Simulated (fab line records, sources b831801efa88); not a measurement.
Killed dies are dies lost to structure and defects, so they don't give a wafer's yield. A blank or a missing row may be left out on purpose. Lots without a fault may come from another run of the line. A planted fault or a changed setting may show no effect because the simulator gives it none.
Which tool did it? | flow gf180mcu | 14 lots, 40 wafers sampled, at 4 steps of a route of 602

WHAT THE GAUGES READ, wafer by wafer
GF_HV_LDD_CD_MEAS_19: target cd 400 nm. Usual: cd_nm 400.4 nm, standard deviation 2.1.
lot  | measured     | on        | cd_nm (nm)        | flag
L779 | day 10 16:38 | cd_sem-01 | 401.0 401.4 403.0 |
L780 | day 10 23:44 | cd_sem-02 | 400.1 402.2 401.2 |
L781 | day 11 06:53 | cd_sem-01 | 398.9 398.6 400.1 |
L782 | day 11 14:08 | cd_sem-02 | 397.4 396.7 399.3 |
L785 | day 12 14:50 | cd_sem-01 | 397.0 397.1 398.6 |
L787 | day 13 06:32 | cd_sem-01 | 399.5 400.1       |
L788 | day 13 17:06 | cd_sem-02 | 399.9 397.0 401.0 |
L789 | day 13 20:04 | cd_sem-01 | 398.3 401.1       |
L796 | day 16 05:52 | cd_sem-01 | 400.4 399.3 399.1 |
L797 | day 16 09:10 | cd_sem-02 | 399.5 400.0 401.8 |
L798 | day 16 20:22 | cd_sem-01 | 401.8 404.5 403.6 |
L799 | day 17 05:01 | cd_sem-01 | 403.1 403.6 405.0 |
L801 | day 17 21:20 | cd_sem-02 | 399.3 401.5 400.1 |
L802 | day 17 23:26 | cd_sem-01 | 398.7 401.5 397.4 |

GF_HV_LDD_CD_MEAS_46: target cd 400 nm. Usual: cd_nm 399.6 nm, standard deviation 2.
lot  | measured     | on        | cd_nm (nm)        | flag
L779 | day 12 05:59 | cd_sem-01 | 404.6 402.1 402.8 |
L780 | day 12 15:08 | cd_sem-02 | 402.1 401.1 401.0 |
L781 | day 12 21:56 | cd_sem-02 | 400.0 401.4 399.6 |
L782 | day 13 06:47 | cd_sem-01 | 398.9 401.5 400.1 |
L785 | day 14 07:38 | cd_sem-01 | 396.0 396.9 396.1 |
L787 | day 15 01:11 | cd_sem-02 | 400.2 401.4       |
L788 | day 15 12:39 | cd_sem-01 | 397.3 395.1 395.9 |
L789 | day 15 16:22 | cd_sem-02 | 399.0 399.1       |
L796 | day 18 05:17 | cd_sem-01 | 400.1 400.3 399.4 |
L797 | day 18 09:05 | cd_sem-02 | 401.9 401.6 398.8 |
L798 | day 18 20:08 | cd_sem-01 | 401.1 401.2 399.7 |
L799 | day 19 04:32 | cd_sem-02 | 399.0 399.9 399.7 |
L801 | day 19 22:02 | cd_sem-01 | 397.8 398.1 395.8 |
L802 | day 19 23:41 | cd_sem-01 | 397.1 395.4 399.4 |

GF_HV_LDD_OVL_MEAS_47. Usual: HV_LDD_03_OVL -0.2 nm, standard deviation 1.4.
lot  | measured     | on         | HV_LDD_03_OVL (nm) | flag
L779 | day 12 06:07 | overlay-02 | 1.0 0.7 1.4        |
L780 | day 12 15:16 | overlay-01 | 0.3 -0.7 0.6       |
L781 | day 12 22:03 | overlay-01 | -2.2 -2.1 -1.5     |
L782 | day 13 06:54 | overlay-02 | -1.3 -2.6 -1.3     |
L785 | day 14 07:45 | overlay-02 | 1.2 -0.3 1.5       |
L787 | day 15 01:16 | overlay-02 | 2.1 -1.2           |
L788 | day 15 12:45 | overlay-01 | 2.1 3.4 1.3        |
L789 | day 15 16:28 | overlay-02 | -1.5 -1.4          |
L796 | day 18 05:25 | overlay-01 | -2.9 -1.0 -0.5     |
L797 | day 18 09:12 | overlay-02 | 0.6 2.7 0.3        |
L798 | day 18 20:16 | overlay-02 | -0.6 -0.5 -0.1     |
L799 | day 19 04:39 | overlay-02 | -1.8 -1.6 0.4      |
L801 | day 19 22:09 | overlay-01 | 2.7 1.0 1.3        |
L802 | day 19 23:49 | overlay-01 | -0.7 -0.1 -2.1     |

WHICH TOOL RAN EACH LOT (tool, then ch and the chambers of the sampled wafers, then the start)
lot  | GF_HV_LDD_IMPLANT_34
L779 | implanter-04 ch 0, day 11 10:32
L780 | implanter-01 ch 0, day 11 18:57
L781 | implanter-01 ch 0, day 12 02:05
L782 | implanter-03 ch 0, day 12 10:05
L785 | implanter-01 ch 0, day 13 10:39
L787 | implanter-03 ch 0, day 14 03:13
L788 | implanter-04 ch 0, day 14 14:55
L789 | implanter-03 ch 0, day 14 18:09
L796 | implanter-03 ch 0, day 17 05:56
L797 | implanter-04 ch 0, day 17 08:52
L798 | implanter-04 ch 0, day 17 20:05
L799 | implanter-04 ch 0, day 18 05:01
L801 | implanter-04 ch 0, day 18 21:24
L802 | implanter-03 ch 0, day 18 22:59
- GF_HV_LDD_IMPLANT_34

WHAT THE TOOLS THEMSELVES READ (means of the sampled wafers that have a number; where no wafer has one, the mark that the record gives instead)
GF_HV_LDD_IMPLANT_34. Usual: beam_on_s 9.98 s, standard deviation 0.21; faraday_current_uA 42.4, standard deviation 0.86.
lot  | tool         | beam_on_s (s) | faraday_current_uA | flag
L779 | implanter-04 | 10.14         | 41.7               |
L780 | implanter-01 | 10.01         | 42.2               |
L781 | implanter-01 | 9.77          | 43.3               |
L782 | implanter-03 | 9.95          | 42.5               |
L785 | implanter-01 | 9.95          | 42.4               |
L787 | implanter-03 | 8.99          | 47.0               | OFF
L788 | implanter-04 | 9.92          | 42.5               |
L789 | implanter-03 | 8.79          | 48.0               | OFF
L796 | implanter-03 | 9.78          | 43.2               |
L797 | implanter-04 | 10.11         | 41.9               |
L798 | implanter-04 | 9.84          | 42.9               |
L799 | implanter-04 | 10.26         | 41.1               |
L801 | implanter-04 | 10.19         | 41.5               |
L802 | implanter-03 | 9.92          | 42.7               |

THE ANSWER, worked out from the rows above alone
Rule: a lot is off if the mean of its wafers that have a number lies more than 3 standard deviations from the usual mean. A lot without any number at a reading at which 4 lots or more have one is off too. The other lots that the step has rows for count as sound. The gauges are gone through in route order, then the tools' own readings, and for those a lot's mean is taken as printed above. The first step at which some lot is off is used, and at that step the reading that is off furthest; a lot without a number counts as furthest.
Off: L787, L789, at GF_HV_LDD_IMPLANT_34 (faraday_current_uA).
A tool fits if, at that step or a process step before it, it ran every lot that is off, and no sound lot after the first of them. None of those tried fits.

WHAT THE SIMULATOR HAD PUT IN
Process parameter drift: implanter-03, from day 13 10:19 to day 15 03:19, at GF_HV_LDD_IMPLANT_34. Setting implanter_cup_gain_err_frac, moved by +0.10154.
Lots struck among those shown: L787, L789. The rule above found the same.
